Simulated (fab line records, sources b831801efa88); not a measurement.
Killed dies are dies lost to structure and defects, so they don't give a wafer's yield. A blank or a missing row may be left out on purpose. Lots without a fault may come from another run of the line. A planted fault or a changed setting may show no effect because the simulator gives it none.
Chamber matching | flow gf180mcu | GF_V5_ETCH_16 on rie_diel-04: 4 sister chambers
The step etches BARC in N2/H2. 8 wafers are shown with their chamber, then 9 later ones without.

WAFERS WITH THEIR CHAMBER
wafer  | chamber | drypump_motor_current_A (A) | h2_flow_sccm (sccm)
L110.6 | 1       | 6.0                         | 199.5
L112.5 | 3       | 5.2                         | 199.4
L115.1 | 2       | 6.3                         | 200.2
L115.2 | 1       | 6.1                         | 200.0
L115.5 | 2       | 6.3                         | 200.6
L118.1 | 3       | 5.2                         | 199.7
L118.4 | 0       | 5.5                         | 200.4
L118.5 | 0       | 5.5                         | 200.4

WAFERS WITHOUT THEIR CHAMBER
wafer  | drypump_motor_current_A (A) | h2_flow_sccm (sccm)
L120.2 | 6.1                         | 199.9
L120.4 | 6.3                         | 199.9
L120.5 | 6.1                         | 198.8
L126.1 | 5.2                         | 199.5
L126.4 | 5.4                         | 199.7
L126.6 | 5.2                         | 199.6
L129.2 | 6.1                         | 199.6
L129.5 | 5.2                         | 200.4
L129.6 | 5.4                         | 201.2

WHICH CHAMBER EACH WENT THROUGH
wafer  | from the rows above     | in truth
L120.2 | 1                       | 1
L120.4 | 2                       | 2
L120.5 | 1                       | 1
L126.1 | 3                       | 3
L126.4 | can't be placed: 0 or 3 | 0
L126.6 | 3                       | 3
L129.2 | 1                       | 1
L129.5 | 3                       | 3
L129.6 | 0                       | 0
Placed correctly: 8 of 9. Can't be placed from these rows: 1 (the true chamber is among the candidates in 1). Placed wrongly: 0.
How it was worked out, from the rows above alone: a wafer's distance from a chamber is the root of the sum, over the readings, of the square of ((its reading less the chamber's mean) divided by the reading's scatter). The wafer belongs to the nearest chamber; if the next one is less than 2 further off, it can't be placed. A chamber's mean is the mean of its shown wafers. The scatter: the root of (the sum of the squares of (reading less its chamber's mean) over the shown wafers, divided by (wafers less chambers)).
